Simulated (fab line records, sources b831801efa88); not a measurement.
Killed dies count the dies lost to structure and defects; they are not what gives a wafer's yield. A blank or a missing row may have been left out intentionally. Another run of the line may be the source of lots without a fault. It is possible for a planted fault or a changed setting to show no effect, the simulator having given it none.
Which tool is to blame? :: flow sky130 :: 11 lots, 33 wafers sampled, at 3 steps of a route of 708

## WHAT THE GAUGES SHOWED, per wafer
SKY_VT_ADJUST_LVTN_OVL_MEAS_18. Usual: VT_ADJUST_LVTN_01_OVL gives -0.9 nm (standard deviation 1.2).
lot: L235
measured: day 7 14:52
on: overlay-02
VT_ADJUST_LVTN_01_OVL (nm): -1.8 -0.1 -0.3
flag: 

lot: L236
measured: day 8 01:06
on: overlay-01
VT_ADJUST_LVTN_01_OVL (nm): -0.6 -0.6 -1.2
flag: 

lot: L237
measured: day 8 02:21
on: overlay-01
VT_ADJUST_LVTN_01_OVL (nm): -0.9 -1.5 -1.8
flag: 

lot: L238
measured: day 8 08:36
on: overlay-02
VT_ADJUST_LVTN_01_OVL (nm): -2.9 -2.4 -2.2
flag: 

lot: L239
measured: day 8 18:40
on: overlay-01
VT_ADJUST_LVTN_01_OVL (nm): -1.8 -0.3 -2.1
flag: 

lot: L240
measured: day 9 07:15
on: overlay-01
VT_ADJUST_LVTN_01_OVL (nm): -0.8 -1.4 0.1
flag: 

lot: L248
measured: day 11 14:52
on: overlay-02
VT_ADJUST_LVTN_01_OVL (nm): -0.8 -0.5 -1.0
flag: 

lot: L252
measured: day 12 15:58
on: overlay-02
VT_ADJUST_LVTN_01_OVL (nm): -0.8 -0.3 -0.1
flag: 

lot: L254
measured: day 13 14:39
on: overlay-01
VT_ADJUST_LVTN_01_OVL (nm): 0.0 2.0 0.4
flag: 

lot: L256
measured: day 13 20:10
on: overlay-01
VT_ADJUST_LVTN_01_OVL (nm): -0.6 -0.3 0.2
flag: 

lot: L258
measured: day 14 12:07
on: overlay-01
VT_ADJUST_LVTN_01_OVL (nm): -1.4 -1.6 -1.3
flag: 

SKY_VT_ADJUST_NCORE_CD_MEAS_07 targets a cd of 380 nm. Usual: cdNm at 380.5 nm, with a standard deviation of 2.2.
lot: L235
measured: day 8 10:53
on: cdSem-01
cdNm (nm): 378.5 376.7 377.1
flag: 

lot: L236
measured: day 8 22:19
on: cdSem-01
cdNm (nm): 381.3 382.5 382.4
flag: 

lot: L237
measured: day 8 23:39
on: cdSem-02
cdNm (nm): 382.1 383.2 382.9
flag: 

lot: L238
measured: day 9 06:15
on: cdSem-02
cdNm (nm): 379.7 380.8 380.4
flag: 

lot: L239
measured: day 9 16:26
on: cdSem-02
cdNm (nm): 383.2 380.4 382.6
flag: 

lot: L240
measured: day 10 06:24
on: cdSem-02
cdNm (nm): 380.9 380.8 382.2
flag: 

lot: L248
measured: day 12 15:09
on: cdSem-01
cdNm (nm): 381.2 381.2 380.5
flag: 

lot: L252
measured: day 13 16:58
on: cdSem-01
cdNm (nm): 380.2 379.5 382.2
flag: 

lot: L254
measured: day 14 17:33
on: cdSem-01
cdNm (nm): 383.6 378.7 379.5
flag: 

lot: L256
measured: day 14 22:36
on: cdSem-01
cdNm (nm): 378.5 379.1 378.9
flag: 

lot: L258
measured: day 15 14:46
on: cdSem-01
cdNm (nm): 378.8 376.3 379.8
flag: 

SKY_SONOS_TUNNEL_TW_MEAS_12. Usual: SONOS_TUNNEL_TW gives 197.7 (standard deviation 1.1).
lot: L235
measured: day 11 07:14
on: filmMetro-01
SONOS_TUNNEL_TW: 198.2 198.4 198.3
flag: 

lot: L236
measured: day 11 19:37
on: filmMetro-02
SONOS_TUNNEL_TW: 198.3 199.6 198.3
flag: 

lot: L237
measured: day 11 21:02
on: filmMetro-02
SONOS_TUNNEL_TW: 199.1 199.8 198.1
flag: 

lot: L238
measured: day 12 04:13
on: filmMetro-02
SONOS_TUNNEL_TW: 198.2 197.4 198.0
flag: 

lot: L239
measured: day 12 17:20
on: filmMetro-02
SONOS_TUNNEL_TW: 200.3 198.0 197.9
flag: 

lot: L240
measured: day 13 06:01
on: filmMetro-01
SONOS_TUNNEL_TW: 198.4 199.0 199.2
flag: 

lot: L248
measured: day 15 22:43
on: filmMetro-01
SONOS_TUNNEL_TW: 198.1 197.4 197.8
flag: 

lot: L252
measured: day 17 02:18
on: filmMetro-01
SONOS_TUNNEL_TW: 197.0 198.4 197.4
flag: 

lot: L254
measured: day 18 06:47
on: filmMetro-03
SONOS_TUNNEL_TW: 195.1 196.9 196.3
flag: 

lot: L256
measured: day 18 13:04
on: filmMetro-01
SONOS_TUNNEL_TW: 197.9 197.8 198.0
flag: 

lot: L258
measured: day 19 08:15
on: filmMetro-01
SONOS_TUNNEL_TW: 197.5 197.8 199.2
flag: 

## WHICH TOOL RAN EACH LOT (tool, then ch and the chambers of the sampled wafers, then the start)
Before these readings, the record contains no process step.

## AS READ BY THE TOOLS THEMSELVES (means over the sampled wafers that have a number; for cases with no such wafer, the mark the record gives instead)
The record holds no such reading with a usual standard deviation.

## THE ANSWER, worked out from the rows above alone
Rule: take the mean of a lot's wafers that have a number; if it is more than 3 standard deviations from the usual mean, the lot is off. Also off: a lot with no number at a reading for which 4 or more lots have one. Where the step has rows for the other lots, those lots are counted as sound. Order of review: gauges by route order, followed by the tools' own readings, for which a lot's mean as printed above is used. At the first step where some lot is off, the reading lying furthest off is the one used; lots without a number count as furthest.
None of the lots is off at any reading shown; this tells nothing.

## WHAT THE SIMULATOR HAD PUT IN
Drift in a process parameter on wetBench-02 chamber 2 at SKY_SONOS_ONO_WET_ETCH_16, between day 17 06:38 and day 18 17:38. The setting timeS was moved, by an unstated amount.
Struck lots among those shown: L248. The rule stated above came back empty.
